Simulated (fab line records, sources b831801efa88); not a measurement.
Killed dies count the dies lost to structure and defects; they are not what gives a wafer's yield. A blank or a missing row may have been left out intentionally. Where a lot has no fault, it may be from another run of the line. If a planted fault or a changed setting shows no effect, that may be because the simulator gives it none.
Chamber matching | flow gf180mcu | GF_V4_CMP_26 on cmp-02: 4 sister chambers
The step polishes, stops on SiO2, t overpolish 15 s, target thk 0 nm. 4 wafers are shown with their chamber, then 6 later ones without.

== EACH WAFER AND ITS CHAMBER ==
wafer  | chamber | motorCurrentA (A)
L734.4 | 1       | 8.6
L735.1 | 3       | 9.7
L737.2 | 0       | 11.7
L737.3 | 2       | 10.1

== WAFERS WHOSE CHAMBER IS MISSING ==
wafer  | motorCurrentA (A)
L737.4 | 8.1
L740.4 | 10.1
L740.6 | 8.3
L749.2 | 10.8
L749.3 | 10.2
L749.6 | 8.7

== WHICH CHAMBER EACH WENT THROUGH ==
wafer  | from the rows above          | in truth
L737.4 | 1                            | 1
L740.4 | can't be placed: 2 or 3      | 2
L740.6 | 1                            | 1
L749.2 | can't be placed: 2 or 0 or 3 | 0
L749.3 | can't be placed: 2 or 3      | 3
L749.6 | 1                            | 1
3 of 6 placed correctly. These rows do not allow placing 3 (true chamber among the candidates in 3). 0 placed wrongly.
How it was worked out, from the rows above alone: a wafer's distance from a chamber is the root of the sum, over the readings, of the square of ((its reading less the chamber's mean) divided by the reading's scatter). If the next closest chamber is less than 2 further off than the closest, the wafer can't be placed; otherwise it belongs to the closest. For every chamber, the mean is computed from those of its wafers that are shown. The scatter (one wafer shown for each chamber): square how far every hidden wafer sits from the nearest shown wafer, average those squares and take the square root.
